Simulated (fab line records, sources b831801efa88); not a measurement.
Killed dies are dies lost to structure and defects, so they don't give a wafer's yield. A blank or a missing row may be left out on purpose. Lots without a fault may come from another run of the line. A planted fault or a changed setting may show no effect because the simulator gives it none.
A struck lot beside a sound one | flow sfq_line | 29 steps out of a route of 325
Sound: wafers L573.4, L573.5, L573.6. Struck: wafers L579.1, L579.2, L579.3. The cause comes at the end.
At each step with rows: each side's tool, then ch and its chambers, then its first start. Under that, the readings that differ: sound wafers | struck wafers | difference of the means | sigmas: that difference in standard deviations of wafers without a fault.
alike: readings whose means differ by less than 2 such deviations, and words and numbers that are the same on both sides. not compared: withheld readings, readings that some wafer has no value for, bounds like >300 that may hide the same value, and numbers for which the record gives no deviation and whose values overlap.
The two part at a step that has a row with sigmas, a row that says differs or no value, or rows on one side only. Numbers that don't overlap but have no deviation are shown without sigmas and don't part them. A reading that every wafer of one side lacks parts them only if that side has two wafers or more.

SFQ_TRILAYER_I7_CMP_CMP_184: polishes SiO2.
  sound on cmp-01 ch 2,3, day 70 15:27; struck on cmp-02 ch 1,2,3, day 73 15:25
  alike: edge_zone_pressure_frac, motor_current_A, slurry_flow_ml_min, time_to_endpoint_s
SFQ_I7_BOW_MEAS_946:
  sound on film_metro-01, day 70 18:31; struck on film_metro-01, day 73 17:55
  alike: I7_BOW
SFQ_TRILAYER_I7_METRO_MEASURE_185:
  sound on film_metro-01, day 70 19:10; struck on film_metro-01, day 73 18:02
  alike: thk_nm
then, 6 steps without rows for these wafers: SFQ_TRILAYER_I7_VIA_LITHO_COAT_192 (resist thk 62 nm); SFQ_TRILAYER_I7_VIA_LITHO_COAT_187 (resist thk 650 nm); SFQ_TRILAYER_I7_VIA_LITHO_SOFTBAKE_191; SFQ_TRILAYER_I7_VIA_LITHO_EXPOSE_188 (exposes mask I7, target cd 1000 nm); SFQ_TRILAYER_I7_VIA_LITHO_PEB_190 (peb time 60 s); SFQ_TRILAYER_I7_VIA_LITHO_DEVELOP_189 (time 60 s).
SFQ_I7_OVL_MEAS_947:
  sound on overlay-02, day 71 14:22; struck on overlay-02, day 74 01:44
  alike: I7_OVL
SFQ_TRILAYER_I7_VIA_BARC_OPEN_VIA_ETCH_260: etches BARC in O2, target depth 125 nm, time 41.7 s.
  sound on rie_diel-02 ch 1,2,3, day 71 14:23; struck on rie_diel-04 ch 0,1,3, day 74 01:46
  alike: drypump_motor_current_A, oes_product_au
  not compared: rf_hours_counter_h
SFQ_TRILAYER_I7_VIA_ETCH_VIA_ETCH_190: etches SiO2 in CHF3, stops on Nb, target depth 260 nm.
  sound on rie_diel-02 ch 1,2,3, day 71 14:25; struck on rie_diel-04 ch 0,1,3, day 74 01:49
  alike: drypump_motor_current_A, oes_product_au
SFQ_TRILAYER_I7_VIA_STRIP_STRIP_191: strips in O2.
  sound on rie_metal-01 ch 0,1, day 71 14:44; struck on rie_metal-01 ch 0,1, day 74 01:55
  no value came back on the struck wafers for chamber_pressure_mTorr (mTorr), drypump_motor_current_A (A), oes_product_au (a.u.); on the sound wafers chamber_pressure_mTorr (mTorr) reads 49.94 49.99 50.03
  reading                                                  | sound | struck          | difference | sigmas
  model.KrF_of_TRILAYER_I7_VIA_LITHO_COAT_187.thk_nm (nm)  | 0 0 0 | 535.1 533 527.9 | +532.0     |
  model.BARC_of_TRILAYER_I7_VIA_LITHO_COAT_192.thk_nm (nm) | 0 0 0 | 62.18 62.3 62.2 | +62.23     |
  not compared: rf_hours_counter_h
then, 8 steps without rows for these wafers: SFQ_TRILAYER_I7_VIA_STRIP_SOLV_CLEAN_192 (cleans in NMP, time 600 s); SFQ_TRILAYER_M8_LITHO_LOR_COAT_197; SFQ_TRILAYER_M8_LITHO_LOR_BAKE_198; SFQ_TRILAYER_M8_LITHO_COAT_193 (resist thk 600 nm); SFQ_TRILAYER_M8_LITHO_SOFTBAKE_199; SFQ_TRILAYER_M8_LITHO_EXPOSE_194 (exposes mask M8, target cd 2000 nm); SFQ_TRILAYER_M8_LITHO_PEB_196 (peb time 60 s); SFQ_TRILAYER_M8_LITHO_DEVELOP_195 (img clear 15 s, time 55 s).
SFQ_M8_OVL_MEAS_948:
  sound on overlay-02, day 72 04:46; struck on overlay-02, day 74 08:56
  alike: M8_OVL
then, 3 steps without rows for these wafers: SFQ_TRILAYER_M8_DEP_EVAP_197 (material Ti, target thk 20 nm, time 100 s); SFQ_TRILAYER_M8_DEP_EVAP_198 (material Pt, target thk 50 nm, time 250 s); SFQ_TRILAYER_M8_DEP_EVAP_196 (material Au, target thk 180 nm, time 900 s).
SFQ_M8_RS_MEAS_949: measures by four-point-probe.
  sound on film_metro-03, day 72 05:35; struck on film_metro-01, day 74 09:43
  alike: M8_AU_RS
SFQ_M8_THK_MEAS_950: measures by xrf.
  sound on film_metro-03, day 72 05:40; struck on film_metro-01, day 74 09:50
  alike: M8_AU_THK
then, 1 step without rows for these wafers: SFQ_TRILAYER_M8_LIFTOFF_LIFTOFF_197 (chemistry NMP, time 600 s).
SFQ_M8_BOW_MEAS_951:
  sound on film_metro-01, day 72 05:56; struck on film_metro-04, day 74 10:04
  reading                 | sound               | struck            | difference | sigmas
  model.etest.m8.ohm_sq   | 0.1535 0.1537 0.153 | 1e+06 1e+06 1e+06 | +1e+06     |
  model.etest.i7.link_ohm | 1.048 1.052 1.045   | 1e+06 1e+06 1e+06 | +1e+06     |
  alike: M8_BOW

WHERE THEY PART
Only at SFQ_TRILAYER_I7_VIA_STRIP_STRIP_191, within this record. Later steps at which nothing parts them and some readings are alike: SFQ_M8_OVL_MEAS_948, SFQ_M8_RS_MEAS_949, SFQ_M8_THK_MEAS_950, SFQ_M8_BOW_MEAS_951.

WHY: what the simulator had put in
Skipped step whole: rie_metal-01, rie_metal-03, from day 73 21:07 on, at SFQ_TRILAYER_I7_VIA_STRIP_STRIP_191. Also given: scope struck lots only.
